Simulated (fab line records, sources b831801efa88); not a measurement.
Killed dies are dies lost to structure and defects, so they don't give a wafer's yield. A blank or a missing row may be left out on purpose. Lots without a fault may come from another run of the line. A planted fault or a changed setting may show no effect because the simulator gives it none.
Which tool did it? | flow gf180mcu | 11 lots, 33 wafers sampled, at 4 steps of a route of 602

WHAT THE GAUGES READ, wafer by wafer
GF_NSD_TW_MEAS_12.
lot  | measured     | on            | NSD_TW
L992 | day 12 23:49 | film_metro-01 | 4204 4220 4208
L995 | day 14 15:14 | film_metro-04 | 4245 4236 4250
L997 | day 15 03:48 | film_metro-01 | 4227 4253 4256
L100 | day 16 15:55 | film_metro-03 | 4230 4246 4245
L101 | day 16 15:30 | film_metro-04 | 4220 4228 4241
L102 | day 16 17:52 | film_metro-03 | 4253 4276 4254
L103 | day 17 04:54 | film_metro-01 | 4177 4202 4212
L105 | day 18 04:00 | film_metro-03 | 4243 4252 4247
L107 | day 18 17:43 | film_metro-04 | 4223 4233 4221
L108 | day 18 18:23 | film_metro-04 | 4251 4203 4230
L113 | day 20 19:30 | film_metro-04 | 4214 4232 4243

GF_M1_CD_MEAS_14: target cd 230 nm.
lot  | measured     | on        | cd_nm (nm)
L992 | day 16 16:36 | cd_sem-01 | 229.6 230.3 230.4
L995 | day 18 11:40 | cd_sem-02 | 227.8 229.4 228.9
L997 | day 19 02:52 | cd_sem-02 | 230.1 231.2 231.2
L100 | day 20 20:01 | cd_sem-02 | 229.4 228.9 230.1
L101 | day 20 17:40 | cd_sem-02 | 228.3 227.8 227.9
L102 | day 20 21:53 | cd_sem-01 | 231.2 229.5 229.7
L103 | day 21 08:40 | cd_sem-01 | 232.5 232.3 231.2
L105 | day 22 06:33 | cd_sem-01 | 230.1 229.4 229.0
L107 | day 22 20:29 | cd_sem-02 | 231.0 230.4 231.3
L108 | day 22 22:42 | cd_sem-01 | 228.6 228.1 228.9
L113 | day 24 18:53 | cd_sem-01 | 231.8 231.8 232.6

WHICH TOOL RAN EACH LOT (tool, then ch and the chambers of the sampled wafers, then the start)
lot  | GF_DNWELL_STRIP_08                  | GF_NWELL_STRIP_10
L992 | plasma_asher-01 ch 0,1, day 2 19:00 | plasma_asher-02 ch 0,1, day 3 06:57
L995 | plasma_asher-04 ch 1, day 3 14:32   | plasma_asher-01 ch 0, day 4 03:38
L997 | plasma_asher-01 ch 0,1, day 4 00:42 | plasma_asher-02 ch 0, day 4 13:56
L100 | plasma_asher-01 ch 0,1, day 4 18:09 | plasma_asher-02 ch 0,1, day 5 08:31
L101 | plasma_asher-04 ch 0,1, day 4 21:27 | plasma_asher-02 ch 0,1, day 5 11:08
L102 | plasma_asher-01 ch 0,1, day 4 23:59 | plasma_asher-03 ch 0,1, day 5 14:51
L103 | plasma_asher-03 ch 0,1, day 5 06:54 | plasma_asher-03 ch 0,1, day 5 20:17
L105 | plasma_asher-01 ch 0,1, day 5 20:20 | plasma_asher-01 ch 0,1, day 6 10:53
L107 | plasma_asher-01 ch 0,1, day 6 03:28 | plasma_asher-01 ch 0,1, day 6 18:48
L108 | plasma_asher-03 ch 0,1, day 6 07:16 | plasma_asher-02 ch 0,1, day 6 21:56
L113 | plasma_asher-04 ch 0,1, day 7 10:02 | plasma_asher-02 ch 0,1, day 8 04:40
- GF_DNWELL_STRIP_08: strips in O2/N2.
- GF_NWELL_STRIP_10: strips in O2/N2.

WHAT THE TOOLS THEMSELVES READ (means of the sampled wafers that have a number; where no wafer has one, the mark that the record gives instead)
GF_DNWELL_STRIP_08.
lot  | tool            | drypump_motor_current_A (A) | heater_power_w (W) | n2_flow_sccm (sccm) | oes_product_au (a.u.) | strip_time_to_endpoint_s (s)
L992 | plasma_asher-01 | 5.7                         | 348                | 300.5               | 0.724                 | 36.91
L995 | plasma_asher-04 | 5.6                         | 303                | 300.3               | 0.723                 | 36.82
L997 | plasma_asher-01 | 5.7                         | 351                | 298.8               | 0.724                 | 36.99
L100 | plasma_asher-01 | 5.7                         | 348                | 300.0               | 0.724                 | 36.70
L101 | plasma_asher-04 | 5.3                         | 324                | 300.1               | 0.724                 | 36.85
L102 | plasma_asher-01 | 5.9                         | 321                | 299.6               | 0.719                 | 36.83
L103 | plasma_asher-03 | 6.2                         | 362                | 299.9               | 0.727                 | 36.80
L105 | plasma_asher-01 | 5.9                         | 316                | 300.0               | 0.724                 | 37.08
L107 | plasma_asher-01 | 5.7                         | 350                | 300.5               | 0.968                 | -
L108 | plasma_asher-03 | 6.5                         | 357                | 299.8               | 0.718                 | 36.92
L113 | plasma_asher-04 | 5.4                         | 314                | 300.9               | 0.725                 | 36.93

GF_NWELL_STRIP_10.
lot  | tool            | drypump_motor_current_A (A) | heater_power_w (W) | n2_flow_sccm (sccm) | oes_product_au (a.u.) | strip_time_to_endpoint_s (s)
L992 | plasma_asher-02 | 5.7                         | 322                | 299.2               | 0.725                 | 36.91
L995 | plasma_asher-01 | 6.0                         | 288                | 300.1               | 0.722                 | 36.91
L997 | plasma_asher-02 | 5.3                         | 335                | 300.0               | 0.718                 | 36.86
L100 | plasma_asher-02 | 6.2                         | 314                | 299.6               | 0.724                 | 36.98
L101 | plasma_asher-02 | 5.7                         | 325                | 300.4               | 0.725                 | 36.83
L102 | plasma_asher-03 | 6.5                         | 364                | 300.5               | 0.728                 | 36.95
L103 | plasma_asher-03 | 6.5                         | 356                | 300.7               | 0.726                 | 36.94
L105 | plasma_asher-01 | 5.7                         | 344                | 299.7               | 0.726                 | 37.06
L107 | plasma_asher-01 | 5.9                         | 318                | 300.3               | 0.727                 | 38.35
L108 | plasma_asher-02 | 6.2                         | 315                | 300.5               | 0.723                 | 37.00
L113 | plasma_asher-02 | 6.2                         | 313                | 299.6               | 0.721                 | 36.81

THE ANSWER, worked out from the rows above alone
Rule: what is usual is taken from the lots themselves. Put in order of their means at a reading, lots are off if they are a third of the lots or fewer, leave a main group of 4 or more, and stand apart from it by a gap of 3 or more times the standard deviation of the main group's means; of several such gaps the widest counts. A main group whose means are all the same, to the digits that the tables above print for the reading, isn't used. A lot without any number at a reading at which 4 lots or more have one is off too. The other lots that the step has rows for count as sound. The gauges are gone through in route order, then the tools' own readings, and for those a lot's mean is taken as printed above. The first step at which some lot is off is used, and at that step the reading that is off furthest; a lot without a number counts as furthest.
Off: L107, at GF_DNWELL_STRIP_08 (strip_time_to_endpoint_s). Without a number there: L107. The main group: mean 36.88 s, standard deviation 0.1.
A tool fits if, at that step or a process step before it, it ran every lot that is off, and no sound lot after the first of them. One fits: plasma_asher-01 at GF_DNWELL_STRIP_08. Its last sound lot is L105 (day 5 20:20), its first lot that is off L107 (day 6 03:28): a fault that began between those two fits.
The tool's own readings at GF_DNWELL_STRIP_08 bear it out: on the lots that are off they differ by more than 5 times the standard deviation of the sound lots' means. oes_product_au reads 0.968 a.u. there against 0.723 a.u. on the sound lots.
Blank at GF_DNWELL_STRIP_08 on the lots that are off, where sound lots have numbers: strip_time_to_endpoint_s.

WHAT THE SIMULATOR HAD PUT IN
Strip aborted: plasma_asher-01, from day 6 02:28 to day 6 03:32, at GF_DNWELL_STRIP_08. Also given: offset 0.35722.
Lots struck among those shown: L107. The rule above found the same.
